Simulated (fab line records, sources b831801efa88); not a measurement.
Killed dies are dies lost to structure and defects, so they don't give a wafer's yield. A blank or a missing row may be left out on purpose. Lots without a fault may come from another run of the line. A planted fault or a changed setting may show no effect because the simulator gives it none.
Which tool did it? | flow sky130 | 12 lots, 36 wafers sampled, at 1 step of a route of 708

WHAT THE GAUGES READ, wafer by wafer
SKY_POLY_CUT_OVL_MEAS_09.
lot  | measured     | on         | POLY_CUT_OVL (nm)
L075 | day 25 01:29 | overlay-02 | -3 -7 1
L077 | day 26 03:40 | overlay-01 | -5 3 -6
L079 | day 26 17:56 | overlay-01 | 2 0 4
L081 | day 27 14:07 | overlay-02 | -7 -9 -11
L083 | day 28 16:40 | overlay-01 | 5 -3 2
L086 | day 29 00:46 | overlay-02 | 2 8 -1
L087 | day 29 13:46 | overlay-02 | -4 2 -2
L089 | day 30 03:10 | overlay-01 | -3 6 -1
L091 | day 30 16:37 | overlay-02 | 8 -3 -6
L093 | day 31 04:53 | overlay-01 | 8 2 6
L094 | day 32 04:52 | overlay-02 | -3 -14 -8
L097 | day 32 09:49 | overlay-01 | -1 -3 -3

WHICH TOOL RAN EACH LOT (tool, then ch and the chambers of the sampled wafers, then the start)
The record holds no process step before these readings.

THE ANSWER, worked out from the rows above alone
Rule: what is usual is taken from the lots themselves. Put in order of their means at a reading, lots are off if they are a third of the lots or fewer, leave a main group of 4 or more, and stand apart from it by a gap of 3 or more times the standard deviation of the main group's means; of several such gaps the widest counts. A main group whose means are all the same, to the digits that the tables above print for the reading, isn't used. A lot without any number at a reading at which 4 lots or more have one is off too. The other lots that the step has rows for count as sound.
No lot is off at any reading shown: from this, nothing can be told.

WHAT THE SIMULATOR HAD PUT IN
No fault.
